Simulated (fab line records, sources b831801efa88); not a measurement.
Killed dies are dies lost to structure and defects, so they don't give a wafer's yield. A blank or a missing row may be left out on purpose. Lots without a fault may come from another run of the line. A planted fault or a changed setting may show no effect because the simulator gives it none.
Tool commonality check | flow gf180mcu | 13 lots, 39 wafers sampled

WHY IT WAS OPENED
At GF_MVSD_TW_MEAS_11 the reading MVSD_TW is flagged on 2 of 13 lots. Wafers without a fault read 1576, standard deviation 10.
Rule: a lot is flagged when every wafer of it that has a number lies more than 4 standard deviations from that mean, or none has a number. The other lots count as sound.

lot  | measured    | on            | MVSD_TW, wafer by wafer | flag
L617 | day 4 11:26 | film_metro-02 | 1589 1590 1592          |
L618 | day 4 17:08 | film_metro-04 | 1570 1568 1563          |
L621 | day 5 09:28 | film_metro-02 | 1590 1587 1591          |
L623 | day 5 21:32 | film_metro-04 | 1518 1530 1530          | FLAGGED
L624 | day 6 03:34 | film_metro-04 | 1527 1532 1524          | FLAGGED
L629 | day 7 10:22 | film_metro-04 | 1576 1571 1569          |
L631 | day 7 20:05 | film_metro-02 | 1598 1596 1590          |
L634 | day 8 13:16 | film_metro-02 | 1594 1594 1590          |
L636 | day 8 23:56 | film_metro-03 | 1571 1574 1569          |
L637 | day 9 08:10 | film_metro-03 | 1576 1573 1581          |
L638 | day 9 12:25 | film_metro-03 | 1579 1574 1568          |
L639 | day 9 17:40 | film_metro-02 | 1573 1569 1582          |
L640 | day 9 22:52 | film_metro-03 | 1572 1583 1580          |
The numbers of the flagged lots are 1527 on average: -49 against the usual, or -5 standard deviations.

WHICH TOOL RAN EACH LOT
The record holds 1 process step before the reading, out of a route of 602 steps. In each cell: the tool, then ch and the chambers that the sampled wafers went through, then the start.
lot  | flag    | GF_MVSD_IMPLANT_09
L617 |         | implanter-02 ch 0, day 4 11:14
L618 |         | implanter-02 ch 0, day 4 16:46
L621 |         | implanter-02 ch 0, day 5 09:13
L623 | FLAGGED | implanter-01 ch 0, day 5 21:19
L624 | FLAGGED | implanter-01 ch 0, day 6 03:19
L629 |         | implanter-04 ch 0, day 7 10:07
L631 |         | implanter-04 ch 0, day 7 19:52
L634 |         | implanter-04 ch 0, day 8 13:01
L636 |         | implanter-01 ch 0, day 8 23:43
L637 |         | implanter-01 ch 0, day 9 07:55
L638 |         | implanter-01 ch 0, day 9 12:10
L639 |         | implanter-01 ch 0, day 9 17:27
L640 |         | implanter-01 ch 0, day 9 22:37
What these steps do:
- GF_MVSD_IMPLANT_09
- GF_MVSD_TW_MEAS_11

FLAGGED OVER TOTAL, TOOL BY TOOL (the gauges that took the reading come last)
step               | tool          | lots run | flagged | share of the flagged lots | sound lots run after its first flagged lot
GF_MVSD_IMPLANT_09 | implanter-01  | 7        | 2       | all                       | 5 (L636,L637,L638,L639,L640)
GF_MVSD_IMPLANT_09 | implanter-02  | 3        | 0       | none                      | -
GF_MVSD_IMPLANT_09 | implanter-04  | 3        | 0       | none                      | -
GF_MVSD_TW_MEAS_11 | film_metro-02 | 5        | 0       | none                      | -
GF_MVSD_TW_MEAS_11 | film_metro-03 | 4        | 0       | none                      | -
GF_MVSD_TW_MEAS_11 | film_metro-04 | 4        | 2       | all                       | 1 (L629)

WHAT THE TABLE ALLOWS
2 rows of the table ran every flagged lot: implanter-01 at GF_MVSD_IMPLANT_09, film_metro-04 at GF_MVSD_TW_MEAS_11.
- implanter-01 at GF_MVSD_IMPLANT_09: 2 of its 7 lots flagged. Sound lots ran on it after the first flagged one (L636, L637, L638, L639, L640), which a lasting fault on the whole tool wouldn't allow. Its own readings lie more than 4 standard deviations out on every wafer of the flagged lots: dose_ions_cm2, faraday_current_uA.
- film_metro-04 at GF_MVSD_TW_MEAS_11: 2 of its 4 lots flagged. Sound lots ran on it after the first flagged one (L629), which a lasting fault on the whole tool wouldn't allow.
No row of the table ran every flagged lot and no sound lot after the first.

WHAT THE SIMULATOR HAD PUT IN
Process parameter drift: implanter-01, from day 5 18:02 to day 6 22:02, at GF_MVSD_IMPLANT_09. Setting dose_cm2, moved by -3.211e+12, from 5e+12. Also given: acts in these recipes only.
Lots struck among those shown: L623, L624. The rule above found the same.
